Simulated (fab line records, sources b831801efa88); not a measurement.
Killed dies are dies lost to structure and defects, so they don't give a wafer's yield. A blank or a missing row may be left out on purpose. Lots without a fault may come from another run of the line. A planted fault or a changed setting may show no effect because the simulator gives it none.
fab line records | flow sky130
record lots=14 wafers=41 last_day=50
route steps=708 shown SPACER@306 POLY_CUT@318
lots that met no fault: from a run of the same line without faults
start_h: hours from the record's first day to the start of the lot's first wafer shown | wait_h: hours since the lot's step before | " the same as in the row above | L1.1+2: a row that stands for several wafers | - no value, or no start given | * or withheld: withheld | < > ~ a bound
route shown NAME@n: a module of which the file shows steps, and the number in the route of the first | usual: mean/standard deviation of fault-free wafers | same: alike in all rows | chamber/n: place in a boat | sites: the reading at each site | _std_site: their standard deviation | _edge_site: outer sites' mean less inner sites' | radius_mm: how far each site lies from the wafer's centre | mask NAME#n: copy n | behind: the tool/chamber that last shaped the wafer | hold: why the lot was held/for how many hours/how that ended | device: the transistor (n, p or np) that didn't switch | end of line: the same wafers' tests at the end of the route | a step without rows: its recipe alone | killed: dies lost to structure and defects at the first sort, not the wafer's yield | map: a wafer's dies, x killed, . not, _ none there
set.NAME: the setting as run; set.NAME@STEP: as run at that earlier step | model.NAME: the simulator's own value behind a step, which no gauge read
steps of the route over a sample of lots; a table a step, a row a wafer
services: from which hour (start_h, from the record's first day; less than 0 if before it) a tool's chamber was out of use, for how many hours, and why
## steps
# step SKY_SPACER_ETCHBACK_02
# recipe chemistry=CH3F/O2 target=Si3N4 stop_on=SiO2 source_w=400 bias_w=80 pressure_mtorr=25 ch3f_flow_sccm=40 O2_flow_sccm=30 time_s=46.7 target_depth_a=450
# usual ch3f_flow_sccm=39.99/0.11 drypump_motor_current_A=5.7/0.42 oes_product_au=0.856/0.0063 run_length_s=75.0/0.43 throttle_valve_pct=10.563/0.0088
# columns lot.wafer tool chamber start_h wait_h ch3f_flow_sccm drypump_motor_current_A oes_product_au rf_hours_counter_h run_length_s throttle_valve_pct
L725.1 rie_diel-02 2 546.67 0.1 40.07 5.1 0.857 10 74.4 10.570
L725.2 " 1 " " 39.87 6.5 0.855 6 74.7 10.577
L725.3 " 3 " " 40.09 5.3 0.853 1 75.1 10.556
L726.2 rie_diel-02 3 570.73 0.0 39.88 5.2 0.864 1 75.3 10.577
L726.3 " 0 " " 40.08 5.4 0.862 50 75.7 10.556
L726.4 " 2 " " 40.06 5.2 0.861 11 74.3 10.562
L727.1 rie_diel-02 0 574.52 0.1 39.86 5.4 0.861 50 75.3 10.568
L727.4 " 2 " " 39.86 5.1 0.852 11 75.0 10.567
L727.6 " 2 " " 39.98 5.1 0.841 - 74.3 10.583
L730.1 rie_diel-03 2 588.63 0.1 39.99 5.6 0.847 77 75.6 10.555
L730.2 " 0 " " 39.96 6.0 0.855 25 74.8 10.570
L730.6 " 3 " " 40.04 5.8 0.861 - 74.6 10.556
L729.2 rie_diel-02 2 589.83 0.0 40.17 5.2 0.853 11 74.2 10.559
L729.5 " 2 " " 40.10 5.1 0.864 - 74.6 10.566
L729.6 " 1 " " 39.94 6.5 0.855 - 74.6 10.560
L731.1 rie_diel-01 3 589.83 0.1 39.89 5.7 0.862 6 75.2 10.561
L731.4 " 1 " " 39.97 6.2 0.856 - 75.0 10.542
L731.6 " 3 " " 40.16 5.8 0.860 - 74.9 10.556
L732.1 rie_diel-03 0 601.92 0.1 39.98 6.0 0.849 26 74.7 10.570
L732.4 " 1 " " 39.85 5.5 0.854 - 74.9 10.561
L732.6 " 0 " " 39.97 6.0 0.854 - 74.9 10.561
L733.1 rie_diel-03 1 614.45 0.1 39.80 5.6 0.852 4 75.1 10.567
L733.2 " 0 " " 39.95 6.0 0.855 26 74.8 10.574
L733.4 " 3 " " 39.98 5.7 0.854 - 74.5 10.560
L734.2 rie_diel-02 1 625.22 0.0 40.02 6.5 0.863 7 75.3 10.553
L734.4 " 3 " " 40.03 5.2 0.868 2 75.3 10.565
L734.5 " 3 " " 39.86 5.2 0.855 - 75.7 10.556
L735.1 rie_diel-03 3 626.43 0.1 40.06 5.8 0.856 2 74.3 10.573
L735.3 " 1 " " 39.87 5.5 0.852 5 74.8 10.564
L735.5 " 1 " " 39.96 5.5 0.852 - 75.0 10.582
L736.3 rie_diel-02 3 629.38 0.0 40.12 5.2 0.845 2 75.7 10.559
L736.4 " 0 " " 40.23 5.4 0.856 51 75.4 10.554
L736.5 " 2 " " 39.80 5.2 0.848 - 74.7 10.571
L739.2 rie_diel-02 3 661.82 0.0 39.88 5.3 0.756 3 87.4 10.542
L739.3 " 1 " " 39.99 6.5 0.861 7 74.9 10.567
L739.6 " 3 " " 40.06 5.2 0.855 - 75.4 10.563
L742.1 rie_diel-02 1 676.33 0.1 39.99 6.5 0.750 8 86.9 10.563
L742.3 " 2 " " 40.23 5.1 0.858 12 74.6 10.578
L748.2 rie_diel-03 0 711.64 0.0 39.89 6.0 0.856 28 74.7 10.566
L748.3 " 3 " " 40.08 5.8 0.864 4 74.4 10.577
L748.6 " 1 " " 40.04 5.5 0.847 - 75.4 10.563
# step SKY_POLY_CUT_ETCH_11
# recipe target=Si3N4 chemistry=CF4/CH2F2/Ar stop_on=poly-Si source_w=600 bias_w=150 pressure_mtorr=40 cf4_flow_sccm=40 ch2f2_flow_sccm=20 Ar_flow_sccm=150 time_s=42.5 target_depth_a=600
# usual drypump_motor_current_A=5.70/0.29 oes_product_au=0.830/0.0063 throttle_valve_pct=14.993/0.0095
# columns lot.wafer tool chamber start_h wait_h drypump_motor_current_A oes_product_au rf_hours_counter_h throttle_valve_pct
L725.1 rie_diel-03 2 576.88 0.0 5.65 0.836 77 14.998
L725.2 " 1 " " 5.57 0.824 3 14.992
L725.3 " 0 " " 5.99 0.827 25 14.999
L726.2 rie_diel-04 3 600.35 0.0 5.57 0.827 54 14.990
L726.3 " 0 " " 5.82 0.836 17 15.000
L726.4 " 2 " " 5.58 0.823 10 14.981
L727.1 rie_diel-03 0 604.12 0.0 5.98 0.827 26 14.993
L727.4 " 1 " " 5.52 0.827 - 14.972
L727.6 " 0 " " 6.00 0.844 - 14.994
L730.1 rie_diel-04 2 617.72 0.0 5.58 0.827 11 14.999
L730.2 " 1 " " 6.06 0.839 7 14.993
L730.6 " 2 " " 5.58 0.820 - 14.971
L731.1 rie_diel-02 0 619.17 0.0 5.39 0.832 51 14.997
L731.4 " 3 " " 5.22 0.828 2 14.989
L731.6 " 3 " " 5.22 0.826 - 14.975
L729.2 rie_diel-03 3 619.52 0.0 5.79 0.830 2 14.999
L729.5 " 1 " " 5.54 0.832 - 14.992
L729.6 " 2 " " 5.67 0.827 - 14.981
L732.1 rie_diel-04 1 630.72 0.0 6.04 0.836 8 14.995
L732.4 " 3 " " 5.57 0.834 56 15.004
L732.6 " 3 " " 5.56 0.830 - 14.982
L733.1 rie_diel-03 1 642.74 0.0 5.52 0.831 5 14.985
L733.2 " 0 " " 6.00 0.837 27 14.993
L733.4 " 3 " " 5.79 0.836 2 14.995
L734.2 rie_diel-03 2 654.59 0.0 5.68 0.822 1 14.992
L734.4 " 0 " " 5.99 0.835 27 14.996
L734.5 " 0 " " 5.98 0.822 - 14.992
L735.1 rie_diel-02 2 654.97 0.0 5.17 0.839 12 15.015
L735.3 " 0 " " 5.37 0.838 52 14.999
L735.5 " 0 " " 5.39 0.831 - 15.000
L736.3 rie_diel-03 0 658.12 0.0 6.00 0.825 27 15.003
L736.4 " 1 " " 5.55 0.821 5 14.986
L736.5 " 1 " " 5.50 0.822 - 14.995
L739.2 rie_diel-04 0 689.94 0.0 5.81 0.798 19 14.985
L739.3 " 3 " " 5.57 0.832 57 14.982
L739.6 " 2 " " 5.57 0.827 - 14.988
L742.1 rie_diel-04 2 704.54 0.0 5.63 0.808 13 15.000
L742.3 " 3 " " 5.56 0.829 57 14.993
L748.2 rie_diel-03 2 739.80 0.0 5.66 0.823 3 15.004
L748.3 " 3 " " 5.76 0.825 4 14.993
L748.6 " 1 " " 5.50 0.820 - 14.993
## services
# columns tool chamber start_h hours kind
rie_diel-04 0 525.91 6.3 repair
rie_diel-01 3 546.72 15.1 repair
rie_diel-01 2 568.86 2.9 repair
rie_diel-02 2 576.73 7.0 repair
rie_diel-01 0 589.50 2.1 repair
rie_diel-03 2 592.56 - clean
rie_diel-03 2 592.56 22.9 scheduled_down
rie_diel-03 2 592.56 22.9 vent_cycle
rie_diel-02 - 596.53 15.6 pm
rie_diel-01 - 615.24 14.6 pm
rie_diel-01 0 651.01 2.9 repair
rie_diel-02 0 670.39 4.3 repair
rie_diel-04 3 694.70 8.5 repair
rie_diel-02 0 695.12 - clean
rie_diel-02 0 695.12 24.2 scheduled_down
rie_diel-02 0 695.12 24.2 vent_cycle
rie_diel-04 0 702.39 3.8 repair
rie_diel-01 3 705.32 14.8 repair
rie_diel-04 3 706.22 - clean
rie_diel-04 3 706.22 17.3 scheduled_down
rie_diel-04 3 706.22 17.3 vent_cycle
rie_diel-04 2 739.08 7.0 repair
## key
first_sign step=SKY_SPACER_ETCHBACK_02 reading=run_length_s direction=up sigmas=28 usual=* struck=*
effect step=SKY_SPACER_ETCHBACK_02 reading=oes_product_au direction=down sigmas=16 usual=0.856 struck=0.753
effect step=SKY_POLY_CUT_ETCH_11 reading=oes_product_au direction=down sigmas=4.3 usual=0.830 struck=0.803
met_at SKY_SPACER_ETCHBACK_02
struck_lots L739,L742
struck_wafers L739.2,L742.1
tester_left_out L739,L742
onset_between 629.38 661.82
fault kind=process_parameter_drift tool=rie_diel-02 chamber=- onset_h=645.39 steps=SKY_SPACER_ETCHBACK_02 channel=time_s offset=* shape=step end_h=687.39 scope=struck_wafers_only acts_in=* stated=*
# tester_left_out: of these lots the tester's yield and bins aren't shown, on N5 and GAA mostly nor the transistor test; their killed dies are dies lost to structure and defects alone, not to doping, threshold or leakage, so they don't give the yield
